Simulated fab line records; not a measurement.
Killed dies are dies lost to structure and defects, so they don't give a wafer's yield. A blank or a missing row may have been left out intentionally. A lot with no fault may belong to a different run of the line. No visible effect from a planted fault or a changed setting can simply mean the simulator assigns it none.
A sampling plan put to the test ; flow sky130 ; one line in one fab, 19 faults in these records, each fault weighed on the records of the lots it struck
The plan is the line's own looks: the steps of the route at which a gauge or an inspection reads the wafer and doesn't change it. A look can be judged if struck wafers have a number there and the file gives its usual mean and standard deviation on fault-free wafers. Caught: at a look after the fault's first step, the mean of the struck wafers lies 4 or more of those standard deviations (sigma) from the usual mean. On the tool: here the same test is run on the tool's own readings at the fault's steps. If the struck wafers alone have a blank record, or they carry another recipe, that too counts as caught.

THE FAULTS, as the simulator had put them in
1. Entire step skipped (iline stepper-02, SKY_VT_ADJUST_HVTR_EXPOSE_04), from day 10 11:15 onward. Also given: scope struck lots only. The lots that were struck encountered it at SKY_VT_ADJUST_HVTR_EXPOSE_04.
2. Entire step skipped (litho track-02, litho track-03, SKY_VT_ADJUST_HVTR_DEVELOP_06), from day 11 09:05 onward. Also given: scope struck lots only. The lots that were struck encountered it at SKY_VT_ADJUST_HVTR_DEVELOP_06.
3. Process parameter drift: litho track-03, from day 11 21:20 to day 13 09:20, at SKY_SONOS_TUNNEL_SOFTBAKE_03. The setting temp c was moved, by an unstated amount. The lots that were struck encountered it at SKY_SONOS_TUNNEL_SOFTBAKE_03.
4. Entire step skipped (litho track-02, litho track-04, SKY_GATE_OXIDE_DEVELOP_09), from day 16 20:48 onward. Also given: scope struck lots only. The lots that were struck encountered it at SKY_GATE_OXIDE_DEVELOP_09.
5. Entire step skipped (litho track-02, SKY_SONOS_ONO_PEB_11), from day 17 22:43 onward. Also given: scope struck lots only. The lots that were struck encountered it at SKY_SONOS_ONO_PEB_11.
6. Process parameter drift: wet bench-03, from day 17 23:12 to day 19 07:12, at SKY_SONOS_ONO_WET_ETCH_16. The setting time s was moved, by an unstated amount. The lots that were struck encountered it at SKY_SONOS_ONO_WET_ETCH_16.
7. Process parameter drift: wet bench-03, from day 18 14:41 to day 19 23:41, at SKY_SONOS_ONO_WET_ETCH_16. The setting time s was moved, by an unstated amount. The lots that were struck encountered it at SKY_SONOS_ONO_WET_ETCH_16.
8. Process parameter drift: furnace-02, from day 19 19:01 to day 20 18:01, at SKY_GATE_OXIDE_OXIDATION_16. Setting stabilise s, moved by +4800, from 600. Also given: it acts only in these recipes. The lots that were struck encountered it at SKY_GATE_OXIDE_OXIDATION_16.
9. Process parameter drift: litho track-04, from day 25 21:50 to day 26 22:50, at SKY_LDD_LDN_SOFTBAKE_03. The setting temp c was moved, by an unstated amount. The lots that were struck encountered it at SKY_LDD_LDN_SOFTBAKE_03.
10. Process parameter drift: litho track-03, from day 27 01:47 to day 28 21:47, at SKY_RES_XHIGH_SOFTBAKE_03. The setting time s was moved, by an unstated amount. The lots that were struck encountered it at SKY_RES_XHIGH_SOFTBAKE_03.
11. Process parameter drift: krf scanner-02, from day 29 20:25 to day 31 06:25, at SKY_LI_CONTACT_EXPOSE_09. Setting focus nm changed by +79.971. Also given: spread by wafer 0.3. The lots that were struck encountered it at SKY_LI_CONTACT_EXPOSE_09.
12. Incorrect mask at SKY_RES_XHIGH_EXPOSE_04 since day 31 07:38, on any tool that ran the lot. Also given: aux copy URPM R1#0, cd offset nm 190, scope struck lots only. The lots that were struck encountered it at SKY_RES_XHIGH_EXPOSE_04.
13. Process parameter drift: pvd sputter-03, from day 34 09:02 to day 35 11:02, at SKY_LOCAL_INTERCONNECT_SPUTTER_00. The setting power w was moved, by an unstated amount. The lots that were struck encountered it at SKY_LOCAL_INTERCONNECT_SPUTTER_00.
14. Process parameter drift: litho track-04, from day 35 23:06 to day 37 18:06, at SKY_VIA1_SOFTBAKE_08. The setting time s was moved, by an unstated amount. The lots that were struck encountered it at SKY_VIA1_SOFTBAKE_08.
15. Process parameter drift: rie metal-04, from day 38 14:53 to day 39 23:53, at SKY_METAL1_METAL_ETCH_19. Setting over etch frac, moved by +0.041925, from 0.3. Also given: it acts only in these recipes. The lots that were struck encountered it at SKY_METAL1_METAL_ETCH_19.
16. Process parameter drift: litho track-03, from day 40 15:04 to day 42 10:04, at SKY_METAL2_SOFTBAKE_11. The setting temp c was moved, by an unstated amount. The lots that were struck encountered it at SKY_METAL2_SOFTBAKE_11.
17. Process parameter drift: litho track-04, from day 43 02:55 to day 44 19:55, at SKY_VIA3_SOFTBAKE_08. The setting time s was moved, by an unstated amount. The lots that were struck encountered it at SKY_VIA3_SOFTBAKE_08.
18. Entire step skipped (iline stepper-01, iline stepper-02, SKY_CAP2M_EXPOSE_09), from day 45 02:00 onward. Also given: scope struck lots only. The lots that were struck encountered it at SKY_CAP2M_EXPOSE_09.
19. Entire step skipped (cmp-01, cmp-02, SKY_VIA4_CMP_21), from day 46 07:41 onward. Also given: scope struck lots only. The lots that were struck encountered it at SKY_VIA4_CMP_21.

WHAT THE PLAN SAW
fault;on the tool itself;first look that catches it;reading, sigma;median hours from its first step to that look;hours from the fault's start to the first struck lot there;judged looks passed uncaught
1;no reading that can be judged;not the one look that can be judged after it;-;-;-;1
2;the tool's record is blank for the struck wafers;no look after it can be judged;-;-;-;0
3;heater power total W -14 sigma;no look after it can be judged;-;-;-;0
4;the tool's record is blank for the struck wafers;no look after it can be judged;-;-;-;0
5;no reading that can be judged;not the one look that can be judged after it;-;-;-;1
6;run length s +79 sigma;no look after it can be judged;-;-;-;0
7;run length s -5.1 sigma;no look after it can be judged;-;-;-;0
8;under 2 sigma;not the one look that can be judged after it;-;-;-;1
9;heater power total W -18 sigma;no look after it can be judged;-;-;-;0
10;heater power total W +38 sigma;no look after it can be judged;-;-;-;0
11;exposure dose mJ cm2 +4.6 sigma;none of the 2 looks that can be judged after it;-;-;-;2
12;under 2 sigma;not the one look that can be judged after it;-;-;-;1
13;cathode dc power W -99 or beyond sigma;not the one look that can be judged after it;-;-;-;1
14;run length s -39 sigma;not the one look that can be judged after it;-;-;-;1
15;only faintly: oes product au -2.2 sigma;no look after it can be judged;-;-;-;0
16;plate temp C -7.7 sigma;not the one look that can be judged after it;-;-;-;1
17;run length s -34 sigma;no look after it can be judged;-;-;-;0
18;no reading that can be judged;no look after it can be judged;-;-;-;0
19;the tool's record is blank for the struck wafers;no look after it can be judged;-;-;-;0
A dash: the fault is not caught, or the number is missing from these records.

Caught at a look: 0 of 19. Caught on the tool: 13 of 19. By one or the other: 13 of 19.
Caught on the tool alone: faults 2, 3, 4, 6, 7, 9, 10, 11, 13, 14, 16, 17, 19.
Caught by neither: faults 1, 5, 8, 12, 15, 18.
